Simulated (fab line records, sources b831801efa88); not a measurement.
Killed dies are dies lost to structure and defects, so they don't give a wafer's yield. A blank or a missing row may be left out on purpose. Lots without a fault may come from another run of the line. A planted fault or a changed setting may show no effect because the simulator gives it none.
Which tool did it? | flow gf180mcu | 7 lots, 21 wafers sampled, at 1 step of a route of 602

WHAT THE GAUGES READ, wafer by wafer
GF_STI_BOW_MEAS_00.
lot  | measured    | on            | INCOMING_BOW (um)
L329 | day 1 20:00 | film_metro-03 | -8 -6 -7
L331 | day 2 06:01 | film_metro-02 | 3 -9 4
L333 | day 2 16:01 | film_metro-01 | -1 -8 -4
L335 | day 3 02:02 | film_metro-02 | -3 -6 1
L344 | day 4 23:01 | film_metro-02 | -5 -12 -5
L347 | day 5 14:00 | film_metro-03 | -10 -8 6
L349 | day 6 00:01 | film_metro-01 | -2 2 11

WHICH TOOL RAN EACH LOT (tool, then ch and the chambers of the sampled wafers, then the start)
The record holds no process step before these readings.

THE ANSWER, worked out from the rows above alone
Rule: what is usual is taken from the lots themselves. Put in order of their means at a reading, lots are off if they are a third of the lots or fewer, leave a main group of 4 or more, and stand apart from it by a gap of 3 or more times the standard deviation of the main group's means; of several such gaps the widest counts. A main group whose means are all the same, to the digits that the tables above print for the reading, isn't used. A lot without any number at a reading at which 4 lots or more have one is off too. The other lots that the step has rows for count as sound.
No lot is off at any reading shown: from this, nothing can be told.

WHAT THE SIMULATOR HAD PUT IN
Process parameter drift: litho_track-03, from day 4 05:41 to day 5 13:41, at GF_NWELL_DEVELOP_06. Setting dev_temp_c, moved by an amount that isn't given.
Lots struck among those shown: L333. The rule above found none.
